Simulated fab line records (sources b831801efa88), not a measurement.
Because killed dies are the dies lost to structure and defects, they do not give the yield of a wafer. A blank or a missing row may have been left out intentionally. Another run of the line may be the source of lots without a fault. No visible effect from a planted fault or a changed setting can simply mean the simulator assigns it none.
Chamber matching    flow gf180mcu    GF_V2_CMP_26 on cmp-02 has 4 sister chambers
The step polishes, stops on SiO2, t overpolish 15 s, target thk 0 nm. 8 wafers are shown with their chamber, then 11 later ones without.

## WAFERS, EACH WITH ITS CHAMBER
wafer   chamber  timeToEndpointS (s)  motorCurrentA (A)
L084.1  2        86                   10.1
L087.5  3        91                   11.0
L089.4  1        87                   11.0
L089.5  1        91                   11.2
L091.1  0        83                   11.0
L091.3  2        95                   10.6
L091.5  3        92                   10.5
L093.3  0        78                   11.3

## WAFERS WITH NO CHAMBER GIVEN
wafer   timeToEndpointS (s)  motorCurrentA (A)
L093.4  92                   11.1
L093.5  95                   10.6
L094.4  82                   11.1
L094.5  81                   11.0
L094.6  88                   10.5
L095.2  94                   10.8
L095.3  79                   10.8
L095.5  92                   10.5
L097.2  89                   11.2
L097.3  88                   10.3
L097.5  91                   11.0

## EACH ONE'S CHAMBER
wafer   from the rows above           in truth
L093.4  can't be placed: 1 or 3 or 2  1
L093.5  can't be placed: 3 or 2 or 1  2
L094.4  can't be placed: 0 or 1       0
L094.5  can't be placed: 0 or 1       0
L094.6  can't be placed: 2 or 3 or 1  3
L095.2  can't be placed: 3 or 1 or 2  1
L095.3  can't be placed: 0 or 1 or 3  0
L095.5  can't be placed: 2 or 3 or 1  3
L097.2  can't be placed: 1 or 3 or 0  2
L097.3  can't be placed: 2 or 3       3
L097.5  can't be placed: 1 or 3 or 2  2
Correct placement for 0 of the 11. From these rows, 11 cannot be placed; in 10 the true chamber is one of the candidates. Placed wrongly: 0.
How it was worked out, from the rows above alone: a wafer's distance from a chamber is the root of the sum, over the readings, of the square of ((its reading less the chamber's mean) divided by the reading's scatter). If the next closest chamber is less than 2 further off than the closest, the wafer can't be placed; otherwise it belongs to the closest. Each chamber's mean is taken over the wafers shown for it. The scatter: take each reading less its chamber's mean, square it, sum over the shown wafers, divide by the number of wafers less the number of chambers, and take the root.
